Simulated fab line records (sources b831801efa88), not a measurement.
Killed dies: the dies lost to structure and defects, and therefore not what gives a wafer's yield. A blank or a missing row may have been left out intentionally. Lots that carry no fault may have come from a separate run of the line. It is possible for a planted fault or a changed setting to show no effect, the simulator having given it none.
fab line records	flow sky130
[record] lots = 5	wafers = 15	last-day = 49
route steps=708 shown SONOS_ONO@182 GATE_OXIDE@187 PAD_OPEN@708
lots that met no fault: taken from a fault-free run of the same line
start-h: hours from the record's opening day to when the first of the lot's shown wafers began	wait-h: time in hours since the lot's previous step	" unchanged from the row above	L1.1+2: a single row standing in for several wafers	- value missing, or start not given	* or withheld: withheld	< > ~ a bound
route shown NAME@n: names a module that has steps shown in the file, with the first one's number in the route	usual: mean/standard deviation of fault-free wafers	same: alike in all rows	chamber/n: place in a boat	sites: each site's reading	_std_site: standard deviation of those values	_edge_site: the outer-site mean with the inner-site mean subtracted	radius-mm: how far each site lies from the wafer's centre	mask NAME#n: copy n	behind: the most recent tool/chamber to have shaped the wafer	hold: why the lot was held/for how many hours/how that ended	device: which transistor (n, p or np) failed to switch	end of line: the route-end tests of the same wafers	where a step has no rows: the recipe by itself	killed: not the wafer's yield, but the dies lost to structure and defects at the first sort	map: dies across one wafer; x = killed, . = not, _ = none there
set.NAME: the run value of the setting; set.NAME@STEP: its run value at that earlier step	model.NAME: the simulator's own value behind a step, which no gauge read
a table for each step, a row for each wafer; lots at some steps of the route
services: when a tool's chamber went out of use (start-h, in hours from the record's first day, below 0 if earlier), for how many hours, and the reason
[[steps]]
[step SKY_SONOS_ONO_OVL_MEAS_14]
[usual] SONOS_ONO_OVL = -0.3/1.1
lot.wafer	tool	chamber	start-h	wait-h	SONOS_ONO_OVL[nm]
L659.2	overlay-02	-	286.03	0.1	-2.9
L659.3	"	-	"	"	-1.2
L659.4	"	-	"	"	-1.0
L661.2	overlay-01	-	310.24	0.1	-2.7
L661.3	"	-	"	"	-2.5
L661.6	"	-	"	"	-1.7
L671.3	overlay-01	-	388.86	0.1	0.4
L671.5	"	-	"	"	0.8
L671.6	"	-	"	"	-0.5
L676.1	overlay-02	-	430.59	0.1	0.5
L676.5	"	-	"	"	0.1
L676.6	"	-	"	"	-2.3
L678.2	overlay-02	-	447.44	0.1	0.9
L678.3	"	-	"	"	0.6
L678.4	"	-	"	"	0.2
[step SKY_SONOS_ONO_ETCH_15]
[recipe] target-depth-nm = 19.52	chemistry = CHF3/O2	source-w = 600	bias-w = 200	pressure-mtorr = 40	chf3-flow-sccm = 50	O2_flow_sccm = 5	time-s = 7.8
[usual] bias-w = 200.0/0.6	chamber-pressure-mTorr = 39.99/0.076	drypump-motor-current-A = 5.8/0.49	oes-product-au = 0.997/0.012	throttle-valve-pct = 8.824/0.0095
lot.wafer	tool	chamber	start-h	wait-h	bias-w	chamber-pressure-mTorr	drypump-motor-current-A	oes-product-au	rf-hours-counter-h	throttle-valve-pct
L659.2	rie-diel-04	2	286.06	0.0	200.7	39.99	6.0	1.001	0	8.813
L659.3	"	3	"	"	199.1	40.02	5.8	1.004	2	8.830
L659.4	"	2	"	"	200.4	40.01	6.0	0.997	-	8.824
L661.2	rie-diel-02	1	310.27	0.0	200.4	39.99	6.0	1.003	112	8.821
L661.3	"	0	"	"	200.6	39.21	6.7	0.979	1	8.824
L661.6	"	0	"	"	200.5	39.98	6.7	0.980	-	8.826
L671.3	rie-diel-02	2	388.89	0.0	199.7	40.06	5.1	0.988	2	8.822
L671.5	"	0	"	"	201.1	40.04	6.7	1.001	-	8.814
L671.6	"	2	"	"	199.3	39.96	5.1	0.992	-	8.813
L676.1	rie-diel-04	1	430.62	0.0	198.6	40.02	5.7	1.023	5	8.831
L676.5	"	3	"	"	199.0	40.01	5.8	1.008	-	8.826
L676.6	"	2	"	"	200.2	40.07	6.0	1.004	-	8.828
L678.2	rie-diel-04	1	447.47	0.0	200.6	39.96	5.7	1.018	6	8.813
L678.3	"	0	"	"	199.6	40.03	4.9	1.019	3	8.829
L678.4	"	3	"	"	199.2	39.97	5.8	0.996	5	8.804
[step SKY_SONOS_ONO_WET_ETCH_16]
[recipe] chemistry = dHF	target-depth-nm = 14	dry = n2-spin	target = SiO2	dilution = 100:1	temp-c = 25	time-s = 280
[step SKY_SONOS_ONO_STRIP_17]
[recipe] chemistry = O2/N2	power-w = 1400	pressure-mtorr = 1500	platen-temp-c = withheld	o2-flow-sccm = 3000	n2-flow-sccm = 300	overash-fraction = 0.5
[usual] chamber-pressure-mTorr = 1500.0/1.4	drypump-motor-current-A = 5.59/0.23	oes-product-au = 0.710/0.0046	strip-time-to-endpoint-s = 14.12/0.035
lot.wafer	tool	chamber	start-h	wait-h	chamber-pressure-mTorr	drypump-motor-current-A	oes-product-au	rf-hours-counter-h	strip-time-to-endpoint-s
L659.2	plasma-asher-03	0	286.16	0.0	1499.3	5.28	0.710	45	14.12
L659.3	"	1	"	"	1501.9	5.80	0.712	-	14.16
L659.4	"	0	"	"	1499.8	5.27	0.710	-	14.11
L661.2	plasma-asher-03	0	310.38	0.0	1500.8	5.28	0.710	47	14.05
L661.3	"	0	"	"	1498.7	5.24	0.710	-	14.05
L661.6	"	0	"	"	1500.6	5.26	0.702	-	14.07
L671.3	plasma-asher-03	0	389.04	0.0	1498.9	5.28	0.710	-	14.18
L671.5	"	1	"	"	1500.4	5.77	0.714	-	14.14
L671.6	"	0	"	"	1496.7	5.30	0.721	-	14.16
L676.1	plasma-asher-01	0	430.73	0.0	1498.2	5.58	0.718	33	14.08
L676.5	"	0	"	"	1502.0	5.56	0.713	-	14.12
L676.6	"	1	"	"	1501.9	5.45	0.702	-	14.11
L678.2	plasma-asher-01	1	447.58	0.0	1500.7	5.47	0.714	34	14.08
L678.3	"	1	"	"	1501.2	5.46	0.722	-	14.11
L678.4	"	0	"	"	1499.3	5.58	0.705	-	14.11
[step SKY_SONOS_ONO_WET_ETCH_18]
[recipe] chemistry = H3PO4	target-depth-nm = 15	target = Si3N4	temp-c = 160	time-s = 172
[step SKY_GATE_OXIDE_CLEAN_00]
[recipe] chemistry = SC1/SC2	mix = 1:4:20	temp-c = 70	time-s = 150	dry = n2-spin
[step SKY_GATE_OXIDE_OXIDATION_01]
[recipe] temp-c = 900	ambient = O2	stabilise-s = 600	purge-s = 300	target-thk-a = 102.68	ox-time-s = 1473
[step SKY_GATE_OXIDE_THK_MEAS_02]
[recipe] reads = SiO2_of_GATE_OXIDE_OXIDATION_01
[usual] GATE_OXIDE_OXIDATION_00_THK = 10.35/0.23
lot.wafer	tool	chamber	start-h	wait-h	GATE_OXIDE_OXIDATION_00_THK[nm]
L659.2	film-metro-02	-	288.80	0.0	10.22
L659.3	"	-	"	"	10.23
L659.4	"	-	"	"	10.37
L661.2	film-metro-01	-	312.43	0.0	10.52
L661.3	"	-	"	"	10.36
L661.6	"	-	"	"	10.40
L671.3	film-metro-01	-	391.56	0.0	9.86
L671.5	"	-	"	"	9.88
L671.6	"	-	"	"	9.97
L676.1	film-metro-01	-	432.71	0.0	10.04
L676.5	"	-	"	"	10.20
L676.6	"	-	"	"	10.37
L678.2	film-metro-03	-	449.26	0.0	10.24
L678.3	"	-	"	"	10.49
L678.4	"	-	"	"	10.18
[step SKY_GATE_OXIDE_DEHYDRATE_03]
[recipe] temp-c = 200	time-s = 60
[step SKY_GATE_OXIDE_HMDS_04]
[recipe] prime-time-s = 60	prime-temp-c = 120
[step SKY_GATE_OXIDE_COAT_05]
[recipe] resist = NOVOLAK	spin-rpm = 2936	resist-thk-nm = 1140
[step SKY_GATE_OXIDE_SOFTBAKE_06]
[recipe] temp-c = 90	time-s = 60	resist = NOVOLAK
[step SKY_GATE_OXIDE_EXPOSE_07]
[recipe] mask-id = LVOM	na = 0.6	source-shape = conventional	sigma-outer = 0.6	polarization = unpolarized	target-cd-nm = 600	dose-mj = 170
lot.wafer	tool	chamber	start-h	wait-h	mask
L659.2+3+4	iline-stepper-01	0	301.87	-	LVOM#0
L661.2+3+6	iline-stepper-01	0	325.38	-	TUNM#0
L671.3+5+6	iline-stepper-01	0	405.41	-	LVOM#0
L676.1+5+6	iline-stepper-02	0	448.18	-	LVOM#0
L678.2+3+4	iline-stepper-02	0	464.62	-	LVOM#0
[step SKY_GATE_OXIDE_PEB_08]
[recipe] temp-c = withheld	time-s = *	resist = NOVOLAK
[step SKY_GATE_OXIDE_DEVELOP_09]
[recipe] resist = NOVOLAK	developer = TMAH	develop-time-s = 60	dev-temp-c = 23
[step SKY_GATE_OXIDE_OVL_MEAS_10]
[usual] GATE_OXIDE_OVL = 1.0/1.5
lot.wafer	tool	chamber	start-h	wait-h	GATE_OXIDE_OVL[nm]
L659.2	overlay-02	-	314.62	0.1	1.4
L659.3	"	-	"	"	0.5
L659.4	"	-	"	"	-0.2
L661.2	overlay-01	-	337.79	0.1	-
L661.3	"	-	"	"	-
L661.6	"	-	"	"	-
L671.3	overlay-01	-	419.93	0.1	-2.2
L671.5	"	-	"	"	-1.9
L671.6	"	-	"	"	-2.3
L676.1	overlay-02	-	463.93	0.1	1.0
L676.5	"	-	"	"	1.9
L676.6	"	-	"	"	2.8
L678.2	overlay-02	-	479.32	0.1	1.8
L678.3	"	-	"	"	3.4
L678.4	"	-	"	"	1.2
[step SKY_GATE_OXIDE_IMPLANT_11]
[recipe] species = B	energy-kev = 10	dose-cm2 = 2.6e+12	tilt-deg = withheld
[step SKY_GATE_OXIDE_WET_ETCH_12]
[recipe] chemistry = dHF	target-depth-nm = 16.8	dry = n2-spin	target = SiO2	dilution = 100:1	temp-c = 25	time-s = 336
[step SKY_GATE_OXIDE_STRIP_13]
[recipe] chemistry = O2/N2	power-w = 1400	pressure-mtorr = 1500	platen-temp-c = withheld	o2-flow-sccm = 3000	n2-flow-sccm = 300	overash-fraction = 0.5
[usual] chamber-pressure-mTorr = 1500.0/1.4	drypump-motor-current-A = 5.51/0.23	oes-product-au = 0.715/0.0048	strip-time-to-endpoint-s = 14.30/0.033
lot.wafer	tool	chamber	start-h	wait-h	chamber-pressure-mTorr	drypump-motor-current-A	oes-product-au	rf-hours-counter-h	strip-time-to-endpoint-s
L659.2	plasma-asher-01	1	314.91	0.0	1499.6	5.45	0.722	21	14.27
L659.3	"	0	"	"	1502.1	5.59	0.712	-	14.24
L659.4	"	1	"	"	1499.5	5.45	0.716	-	14.28
L661.2	plasma-asher-02	1	338.07	0.0	1499.7	5.22	0.716	62	14.27
L661.3	"	1	"	"	1502.7	5.22	0.724	-	14.27
L661.6	"	0	"	"	1501.6	5.79	0.720	-	14.28
L671.3	plasma-asher-01	0	420.25	0.0	1500.4	5.57	0.724	-	14.32
L671.5	"	0	"	"	1499.0	5.57	0.717	-	14.37
L671.6	"	1	"	"	1500.5	5.46	0.713	-	14.30
L676.1	plasma-asher-03	0	464.22	0.0	1502.0	5.30	0.723	62	14.26
L676.5	"	0	"	"	1499.3	5.27	0.717	-	14.19
L676.6	"	1	"	"	1497.9	5.77	0.710	-	14.27
L678.2	plasma-asher-02	1	479.60	0.0	1499.0	5.25	0.710	76	14.28
L678.3	"	0	"	"	1501.0	5.74	0.715	-	14.26
L678.4	"	1	"	"	1500.9	5.27	0.718	-	14.29
[step SKY_GATE_OXIDE_TW_MEAS_14]
[usual] GATE_OXIDE_TW = 224.3/1.9
lot.wafer	tool	chamber	start-h	wait-h	hold	GATE_OXIDE_TW
L659.2	film-metro-01	-	315.02	0.1	-	224.9
L659.3	"	-	"	"	-	225.7
L659.4	"	-	"	"	-	225.4
L661.2	film-metro-01	-	338.18	0.1	await-dispo/0.2h/release	30.3
L661.3	"	-	"	"	await-dispo/0.2h/release	30.3
L661.6	"	-	"	"	await-dispo/0.2h/release	30.1
L661.2	film-metro-01	-	338.49	0.3	-	30.2
L661.3	"	-	"	"	-	30.4
L661.6	"	-	"	"	-	30.3
L671.3	film-metro-02	-	420.33	0.1	-	220.3
L671.5	"	-	"	"	-	220.9
L671.6	"	-	"	"	-	220.3
L676.1	film-metro-01	-	464.32	0.1	-	225.2
L676.5	"	-	"	"	-	225.7
L676.6	"	-	"	"	-	224.8
L678.2	film-metro-03	-	479.71	0.1	-	225.1
L678.3	"	-	"	"	-	222.7
L678.4	"	-	"	"	-	225.0
[step SKY_PAD_OPEN_PROBE_99]
[usual] defect-limited-yield = 82.7/1.8	killed_at_M0_to_M3 = 42/7.5	killed_at_M4_up = 3.2/1.7	killed-at-contacts = 24/5.1	killed-at-front-end = 15/4.1	killed-at-other = 0.3/0.58	killed-dies = 85/8.9	killed-open = 46/6.4	killed-short = 39/6	sort_bin_3_pad_short = 0.9/0.4	sort_bin_5_function = 10.1/1.6	sort_bin_6_memory = 6.3/1	sort-n-pass = 407/9	sort-yield-pct = 82.7/1.8
[same] gross-dies = 492	killed-at-back-side = 0	sort_bin_4_leakage[%] = 0	sort_bin_8_speed[%] = 0
lot.wafer	tool	chamber	start-h	wait-h	defect-limited-yield[%]	killed_at_M0_to_M3	killed_at_M4_up	killed-at-contacts	killed-at-front-end	killed-at-other	killed-dies	killed-open	killed-short	sort_bin_3_pad_short[%]	sort_bin_5_function[%]	sort_bin_6_memory[%]	sort-n-pass	sort-yield-pct[%]
L659.2	prober-02	-	1086.64	0.1	82.3	40	5	24	18	0	87	44	43	0.4	11.4	5.9	405	82.3
L659.3	prober-02	-	1086.69	0.2	84.6	37	7	20	12	0	76	46	30	0.4	10.0	5.1	416	84.6
L659.4	prober-02	-	1086.74	0.2	85.2	30	2	24	16	1	73	39	34	0.4	9.8	4.7	419	85.2
L676.1	prober-01	-	1177.35	0.1	81.7	47	4	26	13	0	90	53	37	0.4	10.2	7.7	402	81.7
L676.5	prober-01	-	1177.55	0.2	85.0	38	4	16	16	0	74	38	36	1.2	9.3	4.5	418	85.0
L676.6	prober-01	-	1177.60	0.2	83.1	39	6	16	22	0	83	45	38	1.4	10.8	4.7	409	83.1
L678.2	prober-02	-	1186.90	0.1	82.9	37	2	25	20	0	84	44	40	0.8	11.6	4.7	408	82.9
L678.3	prober-02	-	1186.95	0.2	84.1	32	5	25	16	0	78	41	37	1.4	9.6	4.9	414	84.1
L678.4	prober-02	-	1187.00	0.2	83.7	49	2	20	9	0	80	39	41	0.8	8.1	7.3	412	83.7
// killed by level:class
L659.2 VIA2:geometric-particle:open=9 CONTACT:geometric-particle:open=9 FIELD_ISO:geometric-particle:open=6 METAL2:geometric-particle:short=6 VIA3:geometric-particle:open=6 VIA2:geometric-particle:short=6 LOCAL_INTERCONNECT:geometric-particle:short=5 CONTACT:geometric-particle:short=5
L659.3 CONTACT:geometric-particle:open=14 VIA1:geometric-particle:open=12 FIELD_ISO:geometric-particle:open=5 METAL2:geometric-particle:short=5 VIA2:geometric-particle:open=5 METAL4:geometric-particle:short=5 FIELD_ISO:geometric-particle:short=4 VIA1:geometric-particle:short=4
L659.4 CONTACT:geometric-particle:open=11 FIELD_ISO:geometric-particle:open=7 LOCAL_INTERCONNECT:geometric-particle:short=7 VIA2:geometric-particle:open=7 VIA1:geometric-particle:open=5 METAL2:geometric-particle:short=4 FIELD_ISO:geometric-particle:short=3 POLY_GATE:geometric-particle:open=3
L676.1 VIA1:geometric-particle:open=13 LI_CONTACT:geometric-particle:open=7 METAL1:geometric-particle:short=7 VIA3:geometric-particle:open=7 CONTACT:geometric-particle:open=6 CONTACT:geometric-particle:short=6 FIELD_ISO:geometric-particle:open=4 VIA1:geometric-particle:short=4
L676.5 METAL2:geometric-particle:short=8 VIA3:geometric-particle:open=7 LI_CONTACT:geometric-particle:open=7 METAL1:geometric-particle:short=6 VIA1:geometric-particle:open=5 VIA2:geometric-particle:open=5 POLY_GATE:geometric-particle:short=5 FIELD_ISO:geometric-particle:open=4
L676.6 VIA1:geometric-particle:open=10 METAL1:geometric-particle:short=7 VIA3:geometric-particle:open=7 FIELD_ISO:geometric-particle:short=6 POLY_GATE:geometric-particle:open=6 POLY_GATE:geometric-particle:short=6 CONTACT:geometric-particle:open=5 LI_CONTACT:geometric-particle:open=4
L678.2 CONTACT:geometric-particle:open=10 POLY_GATE:geometric-particle:short=7 VIA1:geometric-particle:open=7 VIA2:geometric-particle:open=7 CONTACT:geometric-particle:short=6 FIELD_ISO:geometric-particle:open=5 LI_CONTACT:geometric-particle:open=5 VIA3:geometric-particle:open=5
L678.3 CONTACT:geometric-particle:open=12 VIA3:geometric-particle:short=7 FIELD_ISO:geometric-particle:short=6 LI_CONTACT:geometric-particle:open=6 VIA1:geometric-particle:open=5 METAL1:geometric-particle:short=5 VIA3:geometric-particle:open=5 POLY_GATE:geometric-particle:short=4
L678.4 VIA1:geometric-particle:open=11 METAL2:geometric-particle:short=8 VIA2:geometric-particle:open=6 VIA1:geometric-particle:short=6 LI_CONTACT:geometric-particle:open=5 CONTACT:geometric-particle:short=5 CONTACT:geometric-particle:open=5 METAL1:geometric-particle:short=5
[[services]]
tool	chamber	start-h	hours	kind
rie-diel-04	0	266.32	-	clean
rie-diel-04	0	266.32	23.2	scheduled-down
rie-diel-04	0	266.32	23.2	vent-cycle
rie-diel-02	1	266.79	5.1	repair
plasma-asher-02	-	284.48	5.2	repair
rie-diel-02	3	289.65	15.6	repair
rie-diel-02	3	319.69	6.6	repair
rie-diel-02	1	324.06	3.0	repair
rie-diel-02	2	334.76	9.2	repair
plasma-asher-03	-	342.79	1.5	repair
rie-diel-04	-	344.95	2.8	pm
rie-diel-04	0	355.40	3.1	repair
iline-stepper-02	-	364.35	1.7	pm
iline-stepper-01	-	368.02	1.7	pm
iline-stepper-01	-	391.75	2.1	pm
iline-stepper-02	-	409.68	2.7	repair
rie-diel-04	0	411.59	6.0	repair
rie-diel-04	2	419.45	7.6	repair
iline-stepper-01	-	422.34	2.0	repair
rie-diel-04	2	445.03	1.3	repair
plasma-asher-03	-	447.78	2.5	repair
iline-stepper-01	-	448.95	22.1	repair
rie-diel-02	0	457.52	2.7	repair
iline-stepper-01	-	471.06	8.9	pm
[[key]]
[first-sign] step = SKY_GATE_OXIDE_EXPOSE_07	reading = mask	direction = changed
[effect] step = SKY_GATE_OXIDE_OVL_MEAS_10	reading = GATE_OXIDE_OVL	direction = missing
[effect] step = SKY_GATE_OXIDE_TW_MEAS_14	reading = visit	direction = added
[effect] step = SKY_GATE_OXIDE_TW_MEAS_14	reading = GATE_OXIDE_TW	direction = down	sigmas = 99+	usual = 224.3	struck = 30.3
met-at SKY_GATE_OXIDE_EXPOSE_07
struck-wafers L661.2,L661.3,L661.6
scrapped-behind SKY_GATE_OXIDE_TW_MEAS_14 L661.2,L661.3,L661.6
onset-between 301.87 325.38
[fault] kind = wrong-mask	tool = any	chamber = -	onset-h = 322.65	steps = SKY_GATE_OXIDE_EXPOSE_07	aux-copy = TUNM#0	scope = struck-lots-only
